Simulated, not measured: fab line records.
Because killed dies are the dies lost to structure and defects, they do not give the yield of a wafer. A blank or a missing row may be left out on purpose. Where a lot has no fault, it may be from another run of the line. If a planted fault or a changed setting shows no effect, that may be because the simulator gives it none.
Which tool is to blame? ; flow gf180mcu ; 36 wafers from 12 lots sampled at 5 of the route's 602 steps

WHAT EACH GAUGE READ, for each wafer
GF_LVPWELL_TW_MEAS_11. Usual: LVPWELL_TW gives 557 (standard deviation 4.2).
lot;measured;on;LVPWELL_TW;flag
L481;day 4 06:58;film_metro-01;556 552 554;
L482;day 4 07:46;film_metro-03;559 559 560;
L483;day 4 12:52;film_metro-02;561 564 565;
L484;day 4 21:31;film_metro-01;551 553 553;
L485;day 5 00:37;film_metro-02;558 558 560;
L486;day 5 00:58;film_metro-03;553 552 556;
L487;day 5 13:11;film_metro-03;555 555 555;
L488;day 5 17:49;film_metro-01;550 553 550;
L489;day 5 18:23;film_metro-03;552 556 552;
L490;day 6 01:02;film_metro-02;563 560 560;
L491;day 6 04:34;film_metro-03;562 557 558;
L492;day 6 12:14;film_metro-02;561 563 561;

GF_VT_IMPLANT_OVL_MEAS_07. Usual: VT_IMPLANT_OVL gives -0.5 nm (standard deviation 1.8).
lot;measured;on;VT_IMPLANT_OVL (nm);flag
L481;day 6 02:13;overlay-02;-3.0 -2.0 -2.7;
L482;day 6 03:02;overlay-02;0.0 1.5 0.3;
L483;day 6 09:08;overlay-02;-0.1 -0.8 0.5;
L484;day 6 18:10;overlay-01;0.3 0.1 2.0;
L485;day 6 21:55;overlay-02;-0.6 -0.6 -1.6;
L486;day 6 22:13;overlay-02;2.4 2.6 2.9;
L487;day 7 10:50;overlay-02;1.9 0.0 0.1;
L488;day 7 16:46;overlay-01;2.3 1.4 0.2;
L489;day 7 18:35;overlay-01;-1.5 -3.7 -2.1;
L490;day 7 23:53;overlay-01;-0.6 -0.9 0.2;
L491;day 8 04:13;overlay-01;0.2 -0.6 0.2;
L492;day 8 12:29;overlay-01;-0.4 0.9 0.0;

GF_VT_IMPLANT_TW_MEAS_32. Usual: VT_IMPLANT_3_TW gives 269 (standard deviation 3.5).
lot;measured;on;VT_IMPLANT_3_TW;flag
L481;day 7 08:42;film_metro-04;272 273 271;
L482;day 7 10:28;film_metro-02;268 267 269;
L483;day 7 16:31;film_metro-01;267 264 264;
L484;day 8 02:16;film_metro-04;274 273 273;
L485;day 8 06:04;film_metro-02;268 268 269;
L486;day 8 06:26;film_metro-01;265 266 267;
L487;day 8 19:46;film_metro-02;268 268 268;
L488;day 9 02:44;film_metro-01;265 265 265;
L489;day 9 03:37;film_metro-01;515 516 514 515 515 514;OFF
L490;day 9 10:04;film_metro-02;519 522 519 521 519 517;OFF
L491;day 9 14:15;film_metro-02;520 521 521 520 519 519;OFF
L492;day 9 23:07;film_metro-01;515 513 513 511 512 515;OFF

EACH LOT AND THE TOOL THAT RAN IT (in order: tool; ch and the chambers of the sampled wafers; start)
lot;GF_LVPWELL_STRIP_10;GF_VT_IMPLANT_IMPLANT_30
L481;plasma_asher-03 ch 0,1, day 4 06:52;implanter-02 ch 0, day 7 08:28
L482;plasma_asher-01 ch 1, day 4 07:39;implanter-01 ch 0, day 7 10:14
L483;plasma_asher-03 ch 0,1, day 4 12:46;implanter-02 ch 0, day 7 16:17
L484;plasma_asher-03 ch 0,1, day 4 21:25;implanter-02 ch 0, day 8 02:01
L485;plasma_asher-04 ch 0,1, day 5 00:31;implanter-01 ch 0, day 8 05:49
L486;plasma_asher-03 ch 0,1, day 5 00:52;implanter-03 ch 0, day 8 06:11
L487;plasma_asher-03 ch 0,1, day 5 13:05;implanter-02 ch 0, day 8 19:34
L488;plasma_asher-01 ch 0,1, day 5 17:43;implanter-01 ch 0, day 9 02:29
L489;plasma_asher-01 ch 0,1, day 5 18:18;implanter-03 ch 0, day 9 03:24
L490;plasma_asher-04 ch 0,1, day 6 00:55;implanter-01 ch 0, day 9 09:50
L491;plasma_asher-01 ch 0,1, day 6 04:28;implanter-01 ch 0, day 9 14:00
L492;plasma_asher-04 ch 0,1, day 6 12:07;implanter-02 ch 0, day 9 22:53
- GF_LVPWELL_STRIP_10: strips in O2/N2.
- GF_VT_IMPLANT_IMPLANT_30

WHAT THE TOOLS THEMSELVES READ (means of the sampled wafers that have a number; where no wafer has one, the mark that the record gives instead)
GF_LVPWELL_STRIP_10. Usual: drypump_motor_current_A 5.9 A, standard deviation 0.59; heater_power_w 346 W, standard deviation 24; oes_product_au 0.722 a.u., standard deviation 0.0044; strip_time_to_endpoint_s 36.97 s, standard deviation 0.11.
lot;tool;drypump_motor_current_A (A);heater_power_w (W);oes_product_au (a.u.);strip_time_to_endpoint_s (s);flag
L481;plasma_asher-03;6.0;325;0.724;36.91;
L482;plasma_asher-01;6.4;381;0.723;36.93;
L483;plasma_asher-03;6.0;326;0.724;37.16;
L484;plasma_asher-03;5.4;336;0.723;36.94;
L485;plasma_asher-04;5.8;336;0.720;37.03;
L486;plasma_asher-03;5.4;340;0.722;36.90;
L487;plasma_asher-03;5.4;340;0.724;37.06;
L488;plasma_asher-01;6.4;372;0.725;37.09;
L489;plasma_asher-01;6.4;366;0.721;37.09;
L490;plasma_asher-04;5.9;352;0.718;37.07;
L491;plasma_asher-01;6.4;364;0.720;36.92;
L492;plasma_asher-04;5.8;342;0.721;37.04;

GF_VT_IMPLANT_IMPLANT_30. Usual: beam_energy_keV reads 25.000 (standard deviation 0.0075).
lot;tool;beam_energy_keV;flag
L481;implanter-02;25.006;
L482;implanter-01;25.006;
L483;implanter-02;24.999;
L484;implanter-02;24.997;
L485;implanter-01;24.998;
L486;implanter-03;24.994;
L487;implanter-02;25.006;
L488;implanter-01;25.009;
L489;implanter-03;24.997;
L490;implanter-01;25.002;
L491;implanter-01;25.005;
L492;implanter-02;24.999;

THE ANSWER, worked out from the rows above alone
Rule: a lot counts as off when the mean over its wafers that have a number is more than 3 standard deviations away from the usual mean. Also off: a lot with no number at a reading for which 4 or more lots have one. Where the step has rows for the other lots, those lots are counted as sound. First the gauges in route order, then the tools' own readings, where a lot's mean is used as printed above. The first step at which some lot is off is used, and at that step the reading that is off furthest; a lot without a number counts as furthest.
Off: L489, L490, L491, L492, at GF_VT_IMPLANT_TW_MEAS_32 (VT_IMPLANT_3_TW).
If a tool, at a process step before that reading, ran all the lots that are off and no sound lot after the first of them, it fits. The gauges at GF_VT_IMPLANT_TW_MEAS_32 are tried like those tools. Not one of the candidates tried fits.

WHAT THE SIMULATOR HAD INSERTED
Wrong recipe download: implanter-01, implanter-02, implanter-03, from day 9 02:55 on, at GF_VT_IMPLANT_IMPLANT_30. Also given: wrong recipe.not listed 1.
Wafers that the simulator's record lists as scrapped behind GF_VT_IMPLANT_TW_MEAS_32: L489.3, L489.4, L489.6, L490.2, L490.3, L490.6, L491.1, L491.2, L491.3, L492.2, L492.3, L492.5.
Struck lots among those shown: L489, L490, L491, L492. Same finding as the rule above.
